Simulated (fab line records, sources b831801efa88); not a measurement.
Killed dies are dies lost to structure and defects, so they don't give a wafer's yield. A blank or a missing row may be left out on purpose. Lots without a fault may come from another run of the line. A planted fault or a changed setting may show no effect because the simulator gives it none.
Which tool did it? | flow sfq_line | 14 lots, 42 wafers sampled, at 6 steps of a route of 325

WHAT THE GAUGES READ, wafer by wafer
SFQ_I6_OVL_MEAS_942.
lot  | measured     | on         | I6_OVL (nm)
L926 | day 65 12:07 | overlay-01 | -6 -1 -6
L927 | day 67 08:31 | overlay-02 | -6 1 -1
L928 | day 71 03:45 | overlay-02 | 0 -3 0
L930 | day 73 03:45 | overlay-02 | 3 1 0
L931 | day 73 13:22 | overlay-02 | -3 -1 0
L932 | day 73 15:46 | overlay-02 | -8 -5 1
L933 | day 73 19:21 | overlay-02 | 2 6 6
L934 | day 73 20:34 | overlay-02 | -4 4 -4
L935 | day 73 21:45 | overlay-02 | 5 4 6
L936 | day 73 22:57 | overlay-02 | -10 -7 -7
L943 | day 75 00:09 | overlay-02 | -6 -2 -5
L946 | day 75 07:22 | overlay-01 | -1 -2 -3
L948 | day 75 09:45 | overlay-01 | -6 -10 -7
L949 | day 75 12:10 | overlay-01 | 0 -8 -9

SFQ_M7_OVL_MEAS_945.
lot  | measured     | on         | M7_OVL (nm)
L926 | day 69 22:59 | overlay-01 | 5 2 1
L927 | day 71 03:46 | overlay-01 | 0 4 3
L928 | day 74 08:22 | overlay-01 | 4 2 0
L930 | day 76 18:03 | overlay-02 | 5 -5 -10
L931 | day 77 01:16 | overlay-02 | -1 9 7
L932 | day 77 02:28 | overlay-01 | 1 4 4
L933 | day 77 08:35 | overlay-02 | -1 2 3
L934 | day 77 09:47 | overlay-01 | 15 13 8
L935 | day 77 10:59 | overlay-01 | 10 7 7
L936 | day 77 13:23 | overlay-02 | 1 8 5
L943 | day 78 18:11 | overlay-01 | 7 12 2
L946 | day 79 03:55 | overlay-02 | 1 -3 7
L948 | day 79 08:42 | overlay-01 | 2 8 6
L949 | day 79 11:07 | overlay-02 | 3 3 -1

SFQ_M8_RS_MEAS_949: measures by four-point-probe.
lot  | measured     | on            | M8_AU_RS (ohm/sq)
L926 | day 76 05:38 | film_metro-04 | 0.1539 0.1543 0.1544
L927 | day 76 21:13 | film_metro-04 | 0.1539 0.1527 0.1536
L928 | day 77 09:01 | film_metro-02 | 0.1553 0.1559 0.1545
L930 | day 77 18:26 | film_metro-04 | 0.1539 0.1533 0.1535
L931 | day 77 19:39 | film_metro-02 | 0.1541 0.1544 0.1539
L932 | day 77 20:51 | film_metro-02 | 0.1536 0.1554 0.1544
L933 | day 78 02:50 | film_metro-02 | 0.1551 0.1528 0.1529
L934 | day 78 04:48 | film_metro-04 | 0.1530 0.1536 0.1536
L935 | day 78 06:26 | film_metro-04 | 0.1549 0.1520 0.1519
L936 | day 78 07:38 | film_metro-03 | 0.1565 0.1548 0.1563
L943 | day 80 11:05 | film_metro-03 | 0.1553 0.1556 0.1558
L946 | day 80 17:07 | film_metro-04 | 0.1411 0.1498 0.1395
L948 | day 80 19:29 | film_metro-02 | 0.1551 0.1430 0.1425
L949 | day 80 20:44 | film_metro-04 | 0.1553 0.1529 0.1534

SFQ_M8_THK_MEAS_950: measures by xrf.
lot  | measured     | on            | M8_AU_THK (nm)
L926 | day 76 05:45 | film_metro-04 | 184.1 184.7 183.6
L927 | day 76 21:20 | film_metro-04 | 184.0 186.1 184.6
L928 | day 77 09:08 | film_metro-02 | 182.4 181.1 182.9
L930 | day 77 18:33 | film_metro-04 | 185.0 184.6 185.0
L931 | day 77 19:46 | film_metro-02 | 183.5 183.8 183.8
L932 | day 77 20:58 | film_metro-02 | 183.6 182.2 183.4
L933 | day 78 02:57 | film_metro-02 | 182.3 184.7 184.2
L934 | day 78 04:55 | film_metro-04 | 183.8 183.4 183.0
L935 | day 78 06:33 | film_metro-04 | 180.8 184.9 185.2
L936 | day 78 07:45 | film_metro-03 | 182.0 183.6 182.5
L943 | day 80 11:13 | film_metro-03 | 181.6 182.1 180.9
L946 | day 80 17:13 | film_metro-04 | 199.9 188.0 202.8
L948 | day 80 19:37 | film_metro-02 | 184.0 198.8 198.8
L949 | day 80 20:50 | film_metro-04 | 181.5 185.2 184.5

WHICH TOOL RAN EACH LOT (tool, then ch and the chambers of the sampled wafers, then the start)
lot  | SFQ_TRILAYER_I5_BARC_OPEN_VIA_ETCH_200 | SFQ_TRILAYER_M8_DEP_EVAP_196
L926 | rie_diel-02 ch 0,1, day 58 14:20       | pvd_sputter-01, day 76 05:07
L927 | rie_diel-03 ch 0,1,3, day 58 15:32     | pvd_sputter-02, day 76 20:43
L928 | rie_diel-02 ch 0,3, day 58 16:44       | pvd_sputter-01, day 77 08:31
L930 | rie_diel-04 ch 0,1,2, day 61 10:50     | pvd_sputter-01, day 77 17:55
L931 | rie_diel-03 ch 0,2,3, day 61 12:02     | pvd_sputter-02, day 77 19:07
L932 | rie_diel-02 ch 1,2,3, day 61 13:14     | pvd_sputter-01, day 77 20:19
L933 | rie_diel-04 ch 1,2, day 61 14:26       | pvd_sputter-02, day 78 02:19
L934 | rie_diel-03 ch 0,2,3, day 61 15:38     | pvd_sputter-01, day 78 03:44
L935 | rie_diel-02 ch 0,1,3, day 61 16:50     | pvd_sputter-02, day 78 05:55
L936 | rie_diel-04 ch 1,2,3, day 61 18:02     | pvd_sputter-01, day 78 07:07
L943 | rie_diel-03 ch 0,1, day 68 04:43       | pvd_sputter-02, day 80 10:35
L946 | rie_diel-02 ch 1,2,3, day 68 14:19     | pvd_sputter-01, day 80 16:35
L948 | rie_diel-03 ch 0,1,3, day 68 18:01     | pvd_sputter-01, day 80 18:59
L949 | rie_diel-04 ch 0,2, day 69 01:19       | pvd_sputter-02, day 80 20:11
- SFQ_TRILAYER_I5_BARC_OPEN_VIA_ETCH_200: etches BARC in O2, target depth 125 nm, time 41.7 s.
- SFQ_TRILAYER_M8_DEP_EVAP_196: material Au, target thk 180 nm, time 900 s.

WHAT THE TOOLS THEMSELVES READ (means of the sampled wafers that have a number; where no wafer has one, the mark that the record gives instead)
SFQ_TRILAYER_I5_BARC_OPEN_VIA_ETCH_200.
lot  | tool        | drypump_motor_current_A (A) | oes_product_au (a.u.)
L926 | rie_diel-02 | 5.4                         | 0.684
L927 | rie_diel-03 | 5.8                         | 0.687
L928 | rie_diel-02 | 5.3                         | 0.682
L930 | rie_diel-04 | 5.2                         | 0.684
L931 | rie_diel-03 | 5.5                         | 0.686
L932 | rie_diel-02 | 5.6                         | 0.684
L933 | rie_diel-04 | 5.4                         | 0.686
L934 | rie_diel-03 | 5.5                         | 0.688
L935 | rie_diel-02 | 5.3                         | 0.685
L936 | rie_diel-04 | 5.6                         | 0.688
L943 | rie_diel-03 | 5.9                         | 0.681
L946 | rie_diel-02 | 5.6                         | 0.684
L948 | rie_diel-03 | 5.7                         | 0.691
L949 | rie_diel-04 | 5.0                         | 0.685

THE ANSWER, worked out from the rows above alone
Rule: what is usual is taken from the lots themselves. Put in order of their means at a reading, lots are off if they are a third of the lots or fewer, leave a main group of 4 or more, and stand apart from it by a gap of 3 or more times the standard deviation of the main group's means; of several such gaps the widest counts. A main group whose means are all the same, to the digits that the tables above print for the reading, isn't used. A lot without any number at a reading at which 4 lots or more have one is off too. The other lots that the step has rows for count as sound. The gauges are gone through in route order, then the tools' own readings, and for those a lot's mean is taken as printed above. The first step at which some lot is off is used, and at that step the reading that is off furthest; a lot without a number counts as furthest.
Off: L946, L948, at SFQ_M8_RS_MEAS_949 (M8_AU_RS). The main group: mean 0.1542 ohm/sq, standard deviation 0.00089.
A tool fits if, at a process step before that reading, it ran every lot that is off, and no sound lot after the first of them. The gauges at SFQ_M8_RS_MEAS_949 are tried like those tools. One fits: pvd_sputter-01 at SFQ_TRILAYER_M8_DEP_EVAP_196. Its last sound lot is L936 (day 78 07:07), its first lot that is off L946 (day 80 16:35): a fault that began between those two fits.

WHAT THE SIMULATOR HAD PUT IN
Process parameter drift: pvd_sputter-01, from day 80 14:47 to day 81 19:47, at SFQ_TRILAYER_M8_DEP_EVAP_196. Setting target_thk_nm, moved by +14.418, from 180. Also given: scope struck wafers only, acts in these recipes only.
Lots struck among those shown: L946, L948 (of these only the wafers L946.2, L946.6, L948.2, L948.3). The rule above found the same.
